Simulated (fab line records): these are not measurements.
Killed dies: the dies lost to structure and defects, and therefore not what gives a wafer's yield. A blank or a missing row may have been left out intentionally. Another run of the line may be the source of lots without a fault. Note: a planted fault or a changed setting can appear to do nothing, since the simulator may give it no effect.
fab line records	flow sky130
record lots=14	wafers=42	lastDay=50
route steps=708 shown RES_XHIGH@339 PAD_OPEN@708
lots with no fault: from the same line, run without faults
startH: the number of hours between the record's first day and the start of the first shown wafer of the lot	waitH: time in hours since the lot's previous step	" same as the row above	L1.1+2: several wafers, shown together as one row	- either no value or no given start	* or withheld: withheld	< > ~ a bound
route shown NAME@n: a module of which the file shows steps, and the number in the route of the first	usual: mean/standard deviation of fault-free wafers	same: alike in all rows	chamber/n: place in a boat	sites: per-site readings	_std_site: how widely they spread, as a standard deviation	_edge_site: mean of outer sites minus mean of inner sites	radiusMm: how far each site lies from the wafer's centre	mask NAME#n: copy n	behind: the most recent tool/chamber to have shaped the wafer	hold: why the lot was held/for how many hours/how that ended	device: the transistor (n, p or np) that didn't switch	end of line: the route-end tests of the same wafers	for a step that has no rows: nothing shown but its recipe	killed: count of dies lost to structure and defects at first sort (not the wafer's yield)	map: a wafer's dies, marking killed ones x, the rest . and places with no die _
set.NAME: the setting as run; set.NAME@STEP: as run at that earlier step	model.NAME: the simulator's own value behind a step, which no gauge read
the route's steps for a sample of lots (tables are steps, rows are wafers)
services: the hour from which a tool's chamber was out of use, counted from the record's first day as startH (under 0 if before that day), plus the number of hours and why
## steps
# step SKY_RES_XHIGH_IMPLANT_07
# recipe species=BF2	energyKev=20	doseCm2=3.6e+14	tiltDeg=0
# usual beamEnergyKeV=20.001/0.007	beamOnS=40.4/2.6	doseIonsCm2=3.6e+14/4.3e+11
lot.wafer	tool	chamber	startH	waitH	beamEnergyKeV	beamOnS	doseIonsCm2
L366.3	implanter-04	0	607.93	0.1	20.012	41.6	3.601e+14
L366.4	"	0	"	"	20.006	39.5	3.599e+14
L366.5	"	0	"	"	20.003	40.3	3.594e+14
L367.1	implanter-03	0	621.17	0.1	19.995	38.6	3.603e+14
L367.4	"	0	"	"	20.004	37.6	3.599e+14
L367.6	"	0	"	"	20.000	39.9	3.602e+14
L368.1	implanter-03	0	632.23	0.1	20.003	38.0	3.592e+14
L368.4	"	0	"	"	20.000	38.0	3.598e+14
L368.5	"	0	"	"	20.008	39.1	3.598e+14
L369.1	implanter-02	0	643.14	0.1	19.993	45.9	3.597e+14
L369.3	"	0	"	"	19.978	45.5	3.594e+14
L369.6	"	0	"	"	19.993	46.6	3.59e+14
L370.3	implanter-03	0	654.67	0.1	19.995	39.3	3.601e+14
L370.4	"	0	"	"	20.002	37.7	3.603e+14
L370.6	"	0	"	"	19.993	38.7	3.599e+14
L371.2	implanter-03	0	662.30	0.1	19.997	39.5	3.604e+14
L371.3	"	0	"	"	19.996	37.4	3.603e+14
L371.4	"	0	"	"	20.008	40.0	3.607e+14
L372.2	implanter-03	0	674.20	0.1	20.007	38.9	3.601e+14
L372.4	"	0	"	"	20.018	37.6	3.601e+14
L372.6	"	0	"	"	20.006	38.1	3.603e+14
L373.3	implanter-04	0	682.87	0.1	19.993	40.5	3.599e+14
L373.4	"	0	"	"	20.004	41.1	3.6e+14
L373.5	"	0	"	"	19.996	40.1	3.597e+14
L375.1	implanter-03	0	693.13	0.1	20.008	38.6	3.597e+14
L375.3	"	0	"	"	20.002	39.5	3.595e+14
L375.5	"	0	"	"	20.008	37.5	3.599e+14
L376.2	implanter-02	0	701.50	0.1	19.991	44.1	3.601e+14
L376.3	"	0	"	"	19.998	46.2	3.594e+14
L376.4	"	0	"	"	19.999	45.6	3.596e+14
L377.2	implanter-04	0	709.75	0.1	19.994	40.9	3.603e+14
L377.3	"	0	"	"	20.002	40.7	3.599e+14
L377.6	"	0	"	"	20.002	41.3	3.606e+14
L382.3	implanter-03	0	745.94	0.1	20.001	24.4	2.259e+14
L382.5	"	0	"	"	20.008	24.7	2.26e+14
L382.6	"	0	"	"	19.996	23.8	2.259e+14
L384.2	implanter-03	0	764.92	0.1	20.000	23.8	2.258e+14
L384.5	"	0	"	"	19.994	24.2	2.256e+14
L384.6	"	0	"	"	20.010	24.0	2.248e+14
L389.1	implanter-04	0	801.20	0.1	19.991	39.6	3.602e+14
L389.2	"	0	"	"	19.999	41.1	3.594e+14
L389.6	"	0	"	"	19.986	41.3	3.599e+14
# step SKY_RES_XHIGH_TW_MEAS_09
# usual RES_XHIGH_TW=1629/11
lot.wafer	tool	chamber	startH	waitH	RES_XHIGH_TW
L366.3	filmMetro-04	-	608.15	0.1	1620
L366.4	"	-	"	"	1620
L366.5	"	-	"	"	1628
L367.1	filmMetro-04	-	621.42	0.1	1622
L367.4	"	-	"	"	1625
L367.6	"	-	"	"	1628
L368.1	filmMetro-04	-	632.48	0.1	1623
L368.4	"	-	"	"	1615
L368.5	"	-	"	"	1610
L369.1	filmMetro-03	-	643.39	0.1	1648
L369.3	"	-	"	"	1648
L369.6	"	-	"	"	1635
L370.3	filmMetro-03	-	654.89	0.1	1636
L370.4	"	-	"	"	1640
L370.6	"	-	"	"	1635
L371.2	filmMetro-03	-	662.54	0.1	1640
L371.3	"	-	"	"	1644
L371.4	"	-	"	"	1633
L372.2	filmMetro-04	-	674.44	0.1	1619
L372.4	"	-	"	"	1621
L372.6	"	-	"	"	1620
L373.3	filmMetro-02	-	683.09	0.1	1610
L373.4	"	-	"	"	1630
L373.5	"	-	"	"	1618
L375.1	filmMetro-02	-	693.38	0.1	1619
L375.3	"	-	"	"	1618
L375.5	"	-	"	"	1632
L376.2	filmMetro-04	-	701.76	0.1	1621
L376.3	"	-	"	"	1627
L376.4	"	-	"	"	1630
L377.2	filmMetro-04	-	709.98	0.1	1627
L377.3	"	-	"	"	1621
L377.6	"	-	"	"	1625
L382.3	filmMetro-02	-	746.16	0.1	1409
L382.5	"	-	"	"	1414
L382.6	"	-	"	"	1406
L384.2	filmMetro-03	-	765.15	0.1	1429
L384.5	"	-	"	"	1426
L384.6	"	-	"	"	1430
L389.1	filmMetro-04	-	801.45	0.1	1623
L389.2	"	-	"	"	1618
L389.6	"	-	"	"	1614
# step SKY_SD_N_RS_MEAS_18
# recipe thkMeasGauge=four-point-probe
# usual RES_XHIGH_RS=332.9/1.2
lot.wafer	tool	chamber	startH	waitH	RES_XHIGH_RS[ohm/sq]
L366.3	filmMetro-04	-	637.97	0.1	330.9
L366.4	"	-	"	"	330.2
L366.5	"	-	"	"	330.0
L367.1	filmMetro-02	-	650.96	0.1	331.6
L367.4	"	-	"	"	330.4
L367.6	"	-	"	"	331.6
L368.1	filmMetro-04	-	661.97	0.1	334.5
L368.4	"	-	"	"	334.6
L368.5	"	-	"	"	333.2
L369.1	filmMetro-03	-	673.11	0.1	332.3
L369.3	"	-	"	"	331.9
L369.6	"	-	"	"	333.8
L370.3	filmMetro-03	-	684.35	0.1	334.2
L370.4	"	-	"	"	334.6
L370.6	"	-	"	"	334.8
L371.2	filmMetro-03	-	691.64	0.1	334.3
L371.3	"	-	"	"	333.3
L371.4	"	-	"	"	334.9
L372.2	filmMetro-03	-	703.48	0.1	332.5
L372.4	"	-	"	"	333.8
L372.6	"	-	"	"	334.1
L373.3	filmMetro-04	-	712.46	0.1	333.5
L373.4	"	-	"	"	333.7
L373.5	"	-	"	"	335.0
L375.1	filmMetro-02	-	722.31	0.1	332.0
L375.3	"	-	"	"	331.4
L375.5	"	-	"	"	331.7
L376.2	filmMetro-04	-	729.94	0.1	332.7
L376.3	"	-	"	"	332.3
L376.4	"	-	"	"	332.3
L377.2	filmMetro-02	-	736.84	0.1	331.8
L377.3	"	-	"	"	332.6
L377.6	"	-	"	"	331.1
L382.3	filmMetro-04	-	774.10	0.1	485.9
L382.5	"	-	"	"	486.6
L382.6	"	-	"	"	485.1
L384.2	filmMetro-02	-	792.94	0.1	482.8
L384.5	"	-	"	"	485.0
L384.6	"	-	"	"	485.0
L389.1	filmMetro-03	-	828.09	0.1	333.4
L389.2	"	-	"	"	334.6
L389.6	"	-	"	"	334.7
# step SKY_PAD_OPEN_PROBE_99
# usual killed_at_M0_to_M3=43/6.7	killed_at_M4_up=3.2/1.8	killedAtContacts=24/4.8	killedAtFrontEnd=16/4.2	killedAtOther=0.3/0.56	killedDies=86/8.5	killedOpen=47/6.7	killedShort=39/6
# same grossDies=492	killedAtBackSide=0
lot.wafer	tool	chamber	startH	waitH	killed_at_M0_to_M3	killed_at_M4_up	killedAtContacts	killedAtFrontEnd	killedAtOther	killedDies	killedOpen	killedShort
L368.1	prober-01	-	1084.06	0.1	37	4	24	22	0	87	51	34
L368.4	prober-01	-	1084.21	0.2	53	6	18	18	0	95	49	44
L368.5	prober-01	-	1084.26	0.2	44	3	29	16	1	93	51	40
L369.1	prober-02	-	1090.83	0.1	35	4	19	20	0	78	45	32
L369.3	prober-02	-	1090.93	0.2	40	5	19	16	0	80	46	34
L369.6	prober-02	-	1091.08	0.2	50	1	21	18	0	90	55	35
L370.3	prober-01	-	1099.54	0.2	43	2	14	19	1	79	41	38
L370.4	prober-01	-	1099.59	0.2	43	2	24	16	0	85	50	35
L370.6	prober-01	-	1099.69	0.2	50	4	16	18	1	89	46	43
L371.2	prober-02	-	1106.62	0.1	39	1	23	14	0	77	41	36
L371.3	prober-02	-	1106.67	0.2	41	4	25	15	0	85	47	37
L371.4	prober-02	-	1106.72	0.2	43	3	28	17	0	91	44	46
L372.2	prober-01	-	1115.58	0.1	52	3	23	16	2	96	49	46
L372.4	prober-01	-	1115.68	0.2	46	2	25	15	1	89	44	44
L372.6	prober-01	-	1115.78	0.2	55	6	18	13	0	92	41	51
L373.3	prober-02	-	1121.00	0.2	49	3	16	20	0	88	55	33
L373.4	prober-02	-	1121.05	0.2	38	1	20	17	0	76	40	36
L373.5	prober-02	-	1121.10	0.2	36	1	21	11	0	69	33	36
L375.1	prober-02	-	1127.80	0.1	63	6	25	9	0	103	62	39
L375.3	prober-02	-	1127.90	0.2	44	5	15	15	0	79	45	32
L375.5	prober-02	-	1128.00	0.2	53	2	35	5	0	95	51	44
L376.2	prober-01	-	1132.95	0.1	46	2	20	15	1	84	45	39
L376.3	prober-01	-	1133.00	0.2	44	3	19	11	0	77	40	37
L376.4	prober-01	-	1133.05	0.2	42	3	18	11	0	74	38	35
L377.2	prober-02	-	1138.50	0.1	45	6	24	11	1	87	49	37
L377.3	prober-02	-	1138.55	0.2	40	3	28	15	1	87	48	39
L377.6	prober-02	-	1138.70	0.2	49	3	24	17	0	93	41	52
# killed by level:class
L368.1 CONTACT:geometricParticle:open=9 VIA1:geometricParticle:open=8 VIA2:geometricParticle:open=8 FIELD_ISO:geometricParticle:open=6 FIELD_ISO:geometricParticle:short=6 LI_CONTACT:geometricParticle:open=5 CONTACT:geometricParticle:short=5 METAL2:geometricParticle:short=5
L368.4 VIA2:geometricParticle:open=11 POLY_GATE:geometricParticle:open=8 VIA1:geometricParticle:open=8 CONTACT:geometricParticle:open=7 METAL3:geometricParticle:short=6 POLY_GATE:geometricParticle:short=5 CONTACT:geometricParticle:short=5 METAL1:geometricParticle:short=5
L368.5 VIA1:geometricParticle:open=14 CONTACT:geometricParticle:open=10 METAL2:geometricParticle:short=8 LI_CONTACT:geometricParticle:open=7 CONTACT:geometricParticle:short=7 POLY_GATE:geometricParticle:open=6 VIA2:geometricParticle:open=6 VIA3:geometricParticle:open=6
L369.1 CONTACT:geometricParticle:open=10 FIELD_ISO:geometricParticle:short=8 VIA3:geometricParticle:open=8 VIA2:geometricParticle:open=7 VIA1:geometricParticle:open=6 METAL1:geometricParticle:short=5 FIELD_ISO:geometricParticle:open=4 LOCAL_INTERCONNECT:geometricParticle:short=4
L369.3 VIA1:geometricParticle:open=10 VIA3:geometricParticle:open=9 FIELD_ISO:geometricParticle:short=7 LI_CONTACT:geometricParticle:open=7 CONTACT:geometricParticle:open=6 METAL2:geometricParticle:short=6 CONTACT:geometricParticle:short=5 POLY_GATE:geometricParticle:open=5
L369.6 VIA1:geometricParticle:open=10 VIA3:geometricParticle:open=10 CONTACT:geometricParticle:open=8 VIA2:geometricParticle:open=8 LI_CONTACT:geometricParticle:open=5 VIA2:geometricParticle:short=5 FIELD_ISO:geometricParticle:short=4 POLY_GATE:geometricParticle:short=4
L370.3 VIA1:geometricParticle:open=12 FIELD_ISO:geometricParticle:short=6 VIA1:geometricParticle:short=6 FIELD_ISO:geometricParticle:open=5 CONTACT:geometricParticle:open=5 METAL3:geometricParticle:short=5 VIA3:geometricParticle:short=4 VIA2:geometricParticle:open=4
L370.4 LI_CONTACT:geometricParticle:open=12 VIA1:geometricParticle:open=10 CONTACT:geometricParticle:open=9 METAL2:geometricParticle:short=5 METAL1:geometricParticle:short=5 VIA3:geometricParticle:open=5 VIA1:geometricParticle:short=5 FIELD_ISO:geometricParticle:short=4
L370.6 VIA1:geometricParticle:open=13 METAL1:geometricParticle:short=9 FIELD_ISO:geometricParticle:short=7 CONTACT:geometricParticle:open=6 METAL2:geometricParticle:short=6 VIA2:geometricParticle:open=6 METAL2:geometricParticle:open=4 LI_CONTACT:geometricParticle:open=3
L371.2 VIA1:geometricParticle:open=10 CONTACT:geometricParticle:open=9 LI_CONTACT:geometricParticle:open=8 VIA1:geometricParticle:short=7 POLY_GATE:geometricParticle:open=5 METAL1:geometricParticle:short=5 VIA2:geometricParticle:short=5 POLY_GATE:geometricParticle:short=4
L371.3 LI_CONTACT:geometricParticle:open=7 CONTACT:geometricParticle:open=7 VIA3:geometricParticle:open=7 FIELD_ISO:geometricParticle:open=6 VIA1:geometricParticle:open=5 VIA2:geometricParticle:open=5 LI_CONTACT:geometricParticle:short=4 CONTACT:geometricParticle:short=4
L371.4 CONTACT:geometricParticle:open=12 VIA1:geometricParticle:open=8 CONTACT:geometricParticle:short=8 METAL2:geometricParticle:short=8 POLY_GATE:geometricParticle:short=7 VIA2:geometricParticle:open=5 VIA3:geometricParticle:open=5 POLY_GATE:geometricParticle:open=4
L372.2 VIA1:geometricParticle:open=15 METAL2:geometricParticle:short=6 LOCAL_INTERCONNECT:geometricParticle:short=6 VIA1:geometricParticle:short=6 POLY_GATE:geometricParticle:open=5 METAL1:geometricParticle:short=5 CONTACT:geometricParticle:open=5 VIA2:geometricParticle:open=5
L372.4 VIA3:geometricParticle:open=11 CONTACT:geometricParticle:open=8 LI_CONTACT:geometricParticle:open=6 METAL2:geometricParticle:short=6 LOCAL_INTERCONNECT:geometricParticle:short=5 VIA1:geometricParticle:open=5 POLY_GATE:geometricParticle:open=4 POLY_GATE:geometricParticle:short=4
L372.6 VIA1:geometricParticle:open=13 METAL1:geometricParticle:short=9 METAL2:geometricParticle:short=8 VIA3:geometricParticle:open=7 METAL4:geometricParticle:short=5 LOCAL_INTERCONNECT:geometricParticle:short=5 CONTACT:geometricParticle:open=5 VIA2:geometricParticle:open=5
L373.3 VIA1:geometricParticle:open=12 VIA3:geometricParticle:open=10 LI_CONTACT:geometricParticle:open=7 VIA3:geometricParticle:short=7 CONTACT:geometricParticle:open=6 POLY_GATE:geometricParticle:open=5 VIA1:geometricParticle:short=5 FIELD_ISO:geometricParticle:short=4
L373.4 VIA1:geometricParticle:open=9 METAL2:geometricParticle:short=9 POLY_GATE:geometricParticle:open=7 CONTACT:geometricParticle:open=6 FIELD_ISO:geometricParticle:short=5 VIA2:geometricParticle:open=5 LI_CONTACT:geometricParticle:open=5 CONTACT:geometricParticle:short=5
L373.5 VIA1:geometricParticle:short=10 VIA1:geometricParticle:open=7 LI_CONTACT:geometricParticle:open=6 CONTACT:geometricParticle:open=6 FIELD_ISO:geometricParticle:short=5 LOCAL_INTERCONNECT:geometricParticle:short=5 VIA2:geometricParticle:open=5 METAL2:geometricParticle:short=4
L375.1 VIA3:geometricParticle:open=17 CONTACT:geometricParticle:open=11 VIA1:geometricParticle:open=9 LI_CONTACT:geometricParticle:open=8 VIA2:geometricParticle:short=7 VIA3:geometricParticle:short=6 VIA2:geometricParticle:open=6 VIA1:geometricParticle:short=5
L375.3 VIA2:geometricParticle:open=8 VIA1:geometricParticle:open=8 LI_CONTACT:geometricParticle:open=6 FIELD_ISO:geometricParticle:open=5 METAL3:geometricParticle:short=5 CONTACT:geometricParticle:open=5 VIA3:geometricParticle:open=4 METAL1:geometricParticle:short=4
L375.5 CONTACT:geometricParticle:open=14 VIA1:geometricParticle:open=13 LI_CONTACT:geometricParticle:open=9 METAL2:geometricParticle:short=8 CONTACT:geometricParticle:short=7 VIA1:geometricParticle:short=6 VIA3:geometricParticle:open=5 VIA2:geometricParticle:short=5
L376.2 VIA2:geometricParticle:open=13 CONTACT:geometricParticle:open=8 VIA1:geometricParticle:open=8 METAL1:geometricParticle:short=6 LI_CONTACT:geometricParticle:open=5 VIA1:geometricParticle:short=5 METAL2:geometricParticle:short=5 POLY_GATE:geometricParticle:short=4
L376.3 VIA3:geometricParticle:open=10 VIA1:geometricParticle:open=8 CONTACT:geometricParticle:open=7 LOCAL_INTERCONNECT:geometricParticle:short=6 VIA2:geometricParticle:open=5 FIELD_ISO:geometricParticle:open=4 METAL1:geometricParticle:short=4 VIA1:geometricParticle:short=4
L376.4 VIA1:geometricParticle:open=11 CONTACT:geometricParticle:open=7 VIA2:geometricParticle:open=6 VIA1:geometricParticle:short=6 SPACER:geometricParticle:short=4 LI_CONTACT:geometricParticle:open=4 VIA3:geometricParticle:open=4 POLY_GATE:geometricParticle:short=3
L377.2 VIA1:geometricParticle:open=12 CONTACT:geometricParticle:open=11 VIA2:geometricParticle:open=7 LI_CONTACT:geometricParticle:open=5 LI_CONTACT:geometricParticle:short=5 METAL1:geometricParticle:short=5 VIA3:geometricParticle:open=5 POLY_GATE:geometricParticle:open=4
L377.3 LI_CONTACT:geometricParticle:open=10 CONTACT:geometricParticle:short=8 VIA2:geometricParticle:short=6 VIA2:geometricParticle:open=6 VIA3:geometricParticle:open=6 METAL1:geometricParticle:short=5 CONTACT:geometricParticle:open=5 FIELD_ISO:geometricParticle:open=4
L377.6 VIA1:geometricParticle:open=9 VIA3:geometricParticle:open=8 VIA1:geometricParticle:short=6 LOCAL_INTERCONNECT:geometricParticle:short=6 METAL1:geometricParticle:short=6 CONTACT:geometricParticle:short=5 VIA2:geometricParticle:short=5 POLY_GATE:geometricParticle:open=4
## services
tool	chamber	startH	hours	kind
implanter-02	-	620.50	4.0	pm
implanter-04	-	685.26	4.9	repair
implanter-02	-	719.57	2.8	pm
implanter-02	-	766.64	5.1	repair
implanter-04	-	793.42	3.5	pm
## key
firstSign step=SKY_RES_XHIGH_IMPLANT_07	reading=doseIonsCm2	direction=down	sigmas=99+	usual=*	struck=*
effect step=SKY_RES_XHIGH_IMPLANT_07	reading=beamOnS	direction=down	sigmas=6.2	usual=40.4	struck=24.2
effect step=SKY_RES_XHIGH_TW_MEAS_09	reading=RES_XHIGH_TW	direction=down	sigmas=20	usual=1629	struck=1419
effect step=SKY_SD_N_RS_MEAS_18	reading=RES_XHIGH_RS	direction=up	sigmas=99+	usual=332.9	struck=485.1
metAt SKY_RES_XHIGH_IMPLANT_07
struckLots L382,L384
testerLeftOut L382,L384
onsetBetween 693.13 745.94
fault kind=processParameterDrift	tool=implanter-03	chamber=-	onsetH=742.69	steps=SKY_RES_XHIGH_IMPLANT_07	channel=doseCm2	offset=*	shape=step	endH=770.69	actsIn=*	stated=*
# testerLeftOut: of these lots the tester's yield and bins aren't shown, on N5 and GAA mostly nor the transistor test; their killed dies are dies lost to structure and defects alone, not to doping, threshold or leakage, so they don't give the yield
